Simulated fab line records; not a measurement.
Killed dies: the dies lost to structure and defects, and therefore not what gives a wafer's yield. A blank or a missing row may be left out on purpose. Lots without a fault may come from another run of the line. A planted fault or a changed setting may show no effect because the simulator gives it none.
Which of the tools did it? || flow gf180mcu || 72 wafers from 24 lots sampled at 3 of the route's 602 steps

WHAT THE GAUGES READ, wafer by wafer
GF_V2_BOW_MEAS_05. Usual: V2_BOW typically reads 100 um, with standard deviation 7.5.
{"lot": "L074", "measured": "day 19 04:26", "on": "film metro-04", "V2_BOW (um)": "94 105 104", "flag": ""}
{"lot": "L075", "measured": "day 19 11:05", "on": "film metro-04", "V2_BOW (um)": "101 96 96", "flag": ""}
{"lot": "L076", "measured": "day 20 00:07", "on": "film metro-04", "V2_BOW (um)": "90 84 92", "flag": ""}
{"lot": "L077", "measured": "day 20 11:25", "on": "film metro-03", "V2_BOW (um)": "88 94 82", "flag": ""}
{"lot": "L078", "measured": "day 21 00:45", "on": "film metro-03", "V2_BOW (um)": "94 90 96", "flag": ""}
{"lot": "L079", "measured": "day 21 04:28", "on": "film metro-03", "V2_BOW (um)": "88 85 99", "flag": ""}
{"lot": "L080", "measured": "day 21 15:47", "on": "film metro-02", "V2_BOW (um)": "114 102 106", "flag": ""}
{"lot": "L081", "measured": "day 22 04:50", "on": "film metro-03", "V2_BOW (um)": "102 101 109", "flag": ""}
{"lot": "L082", "measured": "day 22 07:42", "on": "film metro-03", "V2_BOW (um)": "93 89 90", "flag": ""}
{"lot": "L083", "measured": "day 22 13:00", "on": "film metro-03", "V2_BOW (um)": "103 95 95", "flag": ""}
{"lot": "L084", "measured": "day 22 21:46", "on": "film metro-04", "V2_BOW (um)": "114 99 88", "flag": ""}
{"lot": "L085", "measured": "day 23 10:52", "on": "film metro-04", "V2_BOW (um)": "111 109 116", "flag": ""}
{"lot": "L086", "measured": "day 23 17:16", "on": "film metro-02", "V2_BOW (um)": "89 102 103", "flag": ""}
{"lot": "L087", "measured": "day 24 01:10", "on": "film metro-04", "V2_BOW (um)": "108 102 102", "flag": ""}
{"lot": "L088", "measured": "day 24 07:43", "on": "film metro-03", "V2_BOW (um)": "98 105 95", "flag": ""}
{"lot": "L089", "measured": "day 24 21:17", "on": "film metro-02", "V2_BOW (um)": "103 107 96", "flag": ""}
{"lot": "L090", "measured": "day 25 01:44", "on": "film metro-02", "V2_BOW (um)": "92 89 108", "flag": ""}
{"lot": "L091", "measured": "day 25 09:46", "on": "film metro-02", "V2_BOW (um)": "109 105 103", "flag": ""}
{"lot": "L092", "measured": "day 25 17:55", "on": "film metro-04", "V2_BOW (um)": "96 100 84", "flag": ""}
{"lot": "L093", "measured": "day 25 22:13", "on": "film metro-02", "V2_BOW (um)": "101 105 104", "flag": ""}
{"lot": "L094", "measured": "day 26 09:06", "on": "film metro-04", "V2_BOW (um)": "104 106 98", "flag": ""}
{"lot": "L095", "measured": "day 26 17:59", "on": "film metro-02", "V2_BOW (um)": "103 97 90", "flag": ""}
{"lot": "L096", "measured": "day 26 23:47", "on": "film metro-03", "V2_BOW (um)": "99 99 102", "flag": ""}
{"lot": "L097", "measured": "day 27 09:01", "on": "film metro-03", "V2_BOW (um)": "90 101 97", "flag": ""}

WHICH TOOL RAN EACH LOT (tool, then ch and the chambers of the sampled wafers, then the start)
{"lot": "L074", "GF_SALICIDE_SPUTTER_02": "pvd sputter-02, day 15 02:21", "GF_M2_SPUTTER_00": "pvd sputter-04, day 18 03:01"}
{"lot": "L075", "GF_SALICIDE_SPUTTER_02": "pvd sputter-04, day 15 08:18", "GF_M2_SPUTTER_00": "pvd sputter-02, day 18 09:19"}
{"lot": "L076", "GF_SALICIDE_SPUTTER_02": "pvd sputter-03, day 15 17:05", "GF_M2_SPUTTER_00": "pvd sputter-04, day 18 21:49"}
{"lot": "L077", "GF_SALICIDE_SPUTTER_02": "pvd sputter-02, day 16 05:48", "GF_M2_SPUTTER_00": "pvd sputter-04, day 19 09:29"}
{"lot": "L078", "GF_SALICIDE_SPUTTER_02": "pvd sputter-04, day 16 16:09", "GF_M2_SPUTTER_00": "pvd sputter-02, day 19 23:15"}
{"lot": "L079", "GF_SALICIDE_SPUTTER_02": "pvd sputter-04, day 16 22:43", "GF_M2_SPUTTER_00": "pvd sputter-02, day 20 03:26"}
{"lot": "L080", "GF_SALICIDE_SPUTTER_02": "pvd sputter-04, day 17 08:08", "GF_M2_SPUTTER_00": "pvd sputter-04, day 20 14:07"}
{"lot": "L081", "GF_SALICIDE_SPUTTER_02": "pvd sputter-04, day 17 22:05", "GF_M2_SPUTTER_00": "pvd sputter-02, day 21 04:04"}
{"lot": "L082", "GF_SALICIDE_SPUTTER_02": "pvd sputter-03, day 18 01:51", "GF_M2_SPUTTER_00": "pvd sputter-02, day 21 06:40"}
{"lot": "L083", "GF_SALICIDE_SPUTTER_02": "pvd sputter-02, day 18 07:05", "GF_M2_SPUTTER_00": "pvd sputter-04, day 21 12:25"}
{"lot": "L084", "GF_SALICIDE_SPUTTER_02": "pvd sputter-02, day 18 16:34", "GF_M2_SPUTTER_00": "pvd sputter-02, day 21 21:30"}
{"lot": "L085", "GF_SALICIDE_SPUTTER_02": "pvd sputter-04, day 19 04:23", "GF_M2_SPUTTER_00": "pvd sputter-03, day 22 10:11"}
{"lot": "L086", "GF_SALICIDE_SPUTTER_02": "pvd sputter-03, day 19 10:30", "GF_M2_SPUTTER_00": "pvd sputter-04, day 22 16:30"}
{"lot": "L087", "GF_SALICIDE_SPUTTER_02": "pvd sputter-04, day 19 18:28", "GF_M2_SPUTTER_00": "pvd sputter-02, day 23 00:24"}
{"lot": "L088", "GF_SALICIDE_SPUTTER_02": "pvd sputter-03, day 20 01:47", "GF_M2_SPUTTER_00": "pvd sputter-03, day 23 07:00"}
{"lot": "L089", "GF_SALICIDE_SPUTTER_02": "pvd sputter-03, day 20 16:59", "GF_M2_SPUTTER_00": "pvd sputter-02, day 23 21:28"}
{"lot": "L090", "GF_SALICIDE_SPUTTER_02": "pvd sputter-04, day 20 21:35", "GF_M2_SPUTTER_00": "pvd sputter-02, day 24 01:51"}
{"lot": "L091", "GF_SALICIDE_SPUTTER_02": "pvd sputter-03, day 21 07:32", "GF_M2_SPUTTER_00": "pvd sputter-04, day 24 10:47"}
{"lot": "L092", "GF_SALICIDE_SPUTTER_02": "pvd sputter-04, day 21 17:06", "GF_M2_SPUTTER_00": "pvd sputter-04, day 24 18:34"}
{"lot": "L093", "GF_SALICIDE_SPUTTER_02": "pvd sputter-04, day 21 20:48", "GF_M2_SPUTTER_00": "pvd sputter-03, day 24 22:37"}
{"lot": "L094", "GF_SALICIDE_SPUTTER_02": "pvd sputter-02, day 22 08:29", "GF_M2_SPUTTER_00": "pvd sputter-02, day 25 10:06"}
{"lot": "L095", "GF_SALICIDE_SPUTTER_02": "pvd sputter-03, day 22 17:53", "GF_M2_SPUTTER_00": "pvd sputter-04, day 25 19:25"}
{"lot": "L096", "GF_SALICIDE_SPUTTER_02": "pvd sputter-04, day 23 00:09", "GF_M2_SPUTTER_00": "pvd sputter-02, day 26 01:47"}
{"lot": "L097", "GF_SALICIDE_SPUTTER_02": "pvd sputter-02, day 23 10:11", "GF_M2_SPUTTER_00": "pvd sputter-03, day 26 10:33"}
- GF_SALICIDE_SPUTTER_02: material Co, target thk 10 nm, time 20 s.
- GF_M2_SPUTTER_00: material Ti, target thk 37.5 nm, time 150 s.

AS READ BY THE TOOLS THEMSELVES (means over the sampled wafers that have a number; for cases with no such wafer, the mark the record gives instead)
GF_SALICIDE_SPUTTER_02. Usual: chamber pressure pa 0.3999 Pa, standard deviation 0.00076; throttle valve pct 30.5 %, standard deviation 0.77.
{"lot": "L074", "tool": "pvd sputter-02", "chamber pressure pa (Pa)": 0.4002, "throttle valve pct (%)": 30.7, "flag": ""}
{"lot": "L075", "tool": "pvd sputter-04", "chamber pressure pa (Pa)": 0.4000, "throttle valve pct (%)": 30.6, "flag": ""}
{"lot": "L076", "tool": "pvd sputter-03", "chamber pressure pa (Pa)": 0.4000, "throttle valve pct (%)": 30.4, "flag": ""}
{"lot": "L077", "tool": "pvd sputter-02", "chamber pressure pa (Pa)": 0.3997, "throttle valve pct (%)": 30.7, "flag": ""}
{"lot": "L078", "tool": "pvd sputter-04", "chamber pressure pa (Pa)": 0.3993, "throttle valve pct (%)": 30.4, "flag": ""}
{"lot": "L079", "tool": "pvd sputter-04", "chamber pressure pa (Pa)": 0.3994, "throttle valve pct (%)": 30.5, "flag": ""}
{"lot": "L080", "tool": "pvd sputter-04", "chamber pressure pa (Pa)": 0.4001, "throttle valve pct (%)": 30.2, "flag": ""}
{"lot": "L081", "tool": "pvd sputter-04", "chamber pressure pa (Pa)": 0.3997, "throttle valve pct (%)": 30.3, "flag": ""}
{"lot": "L082", "tool": "pvd sputter-03", "chamber pressure pa (Pa)": 0.4001, "throttle valve pct (%)": 30.5, "flag": ""}
{"lot": "L083", "tool": "pvd sputter-02", "chamber pressure pa (Pa)": 0.4001, "throttle valve pct (%)": 30.1, "flag": ""}
{"lot": "L084", "tool": "pvd sputter-02", "chamber pressure pa (Pa)": 0.4001, "throttle valve pct (%)": 30.1, "flag": ""}
{"lot": "L085", "tool": "pvd sputter-04", "chamber pressure pa (Pa)": 0.3997, "throttle valve pct (%)": 30.7, "flag": ""}
{"lot": "L086", "tool": "pvd sputter-03", "chamber pressure pa (Pa)": 0.3986, "throttle valve pct (%)": 30.2, "flag": ""}
{"lot": "L087", "tool": "pvd sputter-04", "chamber pressure pa (Pa)": 0.4002, "throttle valve pct (%)": 30.3, "flag": ""}
{"lot": "L088", "tool": "pvd sputter-03", "chamber pressure pa (Pa)": 0.4001, "throttle valve pct (%)": 30.4, "flag": ""}
{"lot": "L089", "tool": "pvd sputter-03", "chamber pressure pa (Pa)": 0.4002, "throttle valve pct (%)": 30.4, "flag": ""}
{"lot": "L090", "tool": "pvd sputter-04", "chamber pressure pa (Pa)": 0.3998, "throttle valve pct (%)": 30.3, "flag": ""}
{"lot": "L091", "tool": "pvd sputter-03", "chamber pressure pa (Pa)": 0.3997, "throttle valve pct (%)": 30.0, "flag": ""}
{"lot": "L092", "tool": "pvd sputter-04", "chamber pressure pa (Pa)": 0.3993, "throttle valve pct (%)": 30.2, "flag": ""}
{"lot": "L093", "tool": "pvd sputter-04", "chamber pressure pa (Pa)": 0.3998, "throttle valve pct (%)": 30.3, "flag": ""}
{"lot": "L094", "tool": "pvd sputter-02", "chamber pressure pa (Pa)": 0.3997, "throttle valve pct (%)": 31.0, "flag": ""}
{"lot": "L095", "tool": "pvd sputter-03", "chamber pressure pa (Pa)": 0.3996, "throttle valve pct (%)": 30.0, "flag": ""}
{"lot": "L096", "tool": "pvd sputter-04", "chamber pressure pa (Pa)": 0.4007, "throttle valve pct (%)": 30.0, "flag": ""}
{"lot": "L097", "tool": "pvd sputter-02", "chamber pressure pa (Pa)": 0.3994, "throttle valve pct (%)": 30.2, "flag": ""}

GF_M2_SPUTTER_00. Usual: chamber pressure pa 2.000 Pa, standard deviation 0.0039; throttle valve pct 30.5 %, standard deviation 0.84.
{"lot": "L074", "tool": "pvd sputter-04", "chamber pressure pa (Pa)": 2.000, "throttle valve pct (%)": 30.1, "flag": ""}
{"lot": "L075", "tool": "pvd sputter-02", "chamber pressure pa (Pa)": 1.999, "throttle valve pct (%)": 30.3, "flag": ""}
{"lot": "L076", "tool": "pvd sputter-04", "chamber pressure pa (Pa)": 2.001, "throttle valve pct (%)": 30.3, "flag": ""}
{"lot": "L077", "tool": "pvd sputter-04", "chamber pressure pa (Pa)": 1.999, "throttle valve pct (%)": 30.9, "flag": ""}
{"lot": "L078", "tool": "pvd sputter-02", "chamber pressure pa (Pa)": 2.000, "throttle valve pct (%)": 31.0, "flag": ""}
{"lot": "L079", "tool": "pvd sputter-02", "chamber pressure pa (Pa)": 2.001, "throttle valve pct (%)": 30.6, "flag": ""}
{"lot": "L080", "tool": "pvd sputter-04", "chamber pressure pa (Pa)": 1.997, "throttle valve pct (%)": 30.7, "flag": ""}
{"lot": "L081", "tool": "pvd sputter-02", "chamber pressure pa (Pa)": 2.002, "throttle valve pct (%)": 30.0, "flag": ""}
{"lot": "L082", "tool": "pvd sputter-02", "chamber pressure pa (Pa)": 2.001, "throttle valve pct (%)": 30.6, "flag": ""}
{"lot": "L083", "tool": "pvd sputter-04", "chamber pressure pa (Pa)": 1.998, "throttle valve pct (%)": 30.0, "flag": ""}
{"lot": "L084", "tool": "pvd sputter-02", "chamber pressure pa (Pa)": 2.002, "throttle valve pct (%)": 29.8, "flag": ""}
{"lot": "L085", "tool": "pvd sputter-03", "chamber pressure pa (Pa)": 2.000, "throttle valve pct (%)": 29.8, "flag": ""}
{"lot": "L086", "tool": "pvd sputter-04", "chamber pressure pa (Pa)": 1.994, "throttle valve pct (%)": 31.1, "flag": ""}
{"lot": "L087", "tool": "pvd sputter-02", "chamber pressure pa (Pa)": 1.995, "throttle valve pct (%)": 30.4, "flag": ""}
{"lot": "L088", "tool": "pvd sputter-03", "chamber pressure pa (Pa)": 1.998, "throttle valve pct (%)": 30.1, "flag": ""}
{"lot": "L089", "tool": "pvd sputter-02", "chamber pressure pa (Pa)": 2.001, "throttle valve pct (%)": 31.1, "flag": ""}
{"lot": "L090", "tool": "pvd sputter-02", "chamber pressure pa (Pa)": 2.001, "throttle valve pct (%)": 31.2, "flag": ""}
{"lot": "L091", "tool": "pvd sputter-04", "chamber pressure pa (Pa)": 1.999, "throttle valve pct (%)": 30.6, "flag": ""}
{"lot": "L092", "tool": "pvd sputter-04", "chamber pressure pa (Pa)": 2.006, "throttle valve pct (%)": 30.3, "flag": ""}
{"lot": "L093", "tool": "pvd sputter-03", "chamber pressure pa (Pa)": 2.000, "throttle valve pct (%)": 29.6, "flag": ""}
{"lot": "L094", "tool": "pvd sputter-02", "chamber pressure pa (Pa)": 2.001, "throttle valve pct (%)": 30.5, "flag": ""}
{"lot": "L095", "tool": "pvd sputter-04", "chamber pressure pa (Pa)": 1.999, "throttle valve pct (%)": 30.7, "flag": ""}
{"lot": "L096", "tool": "pvd sputter-02", "chamber pressure pa (Pa)": 2.000, "throttle valve pct (%)": 30.9, "flag": ""}
{"lot": "L097", "tool": "pvd sputter-03", "chamber pressure pa (Pa)": 2.001, "throttle valve pct (%)": 30.7, "flag": ""}

THE ANSWER, worked out from the rows above alone
Rule: a lot counts as off when the mean over its wafers that have a number is more than 3 standard deviations away from the usual mean. A lot without any number at a reading at which 4 lots or more have one is off too. The other lots that the step has rows for count as sound. After the gauges, taken in route order, come the tools' own readings; for these a lot's mean is taken, as printed above. The first step at which some lot is off is used, and at that step the reading that is off furthest; a lot without a number counts as furthest.
No lot is off at any reading shown: from this, nothing can be told.

WHAT THE SIMULATOR HAD PUT IN
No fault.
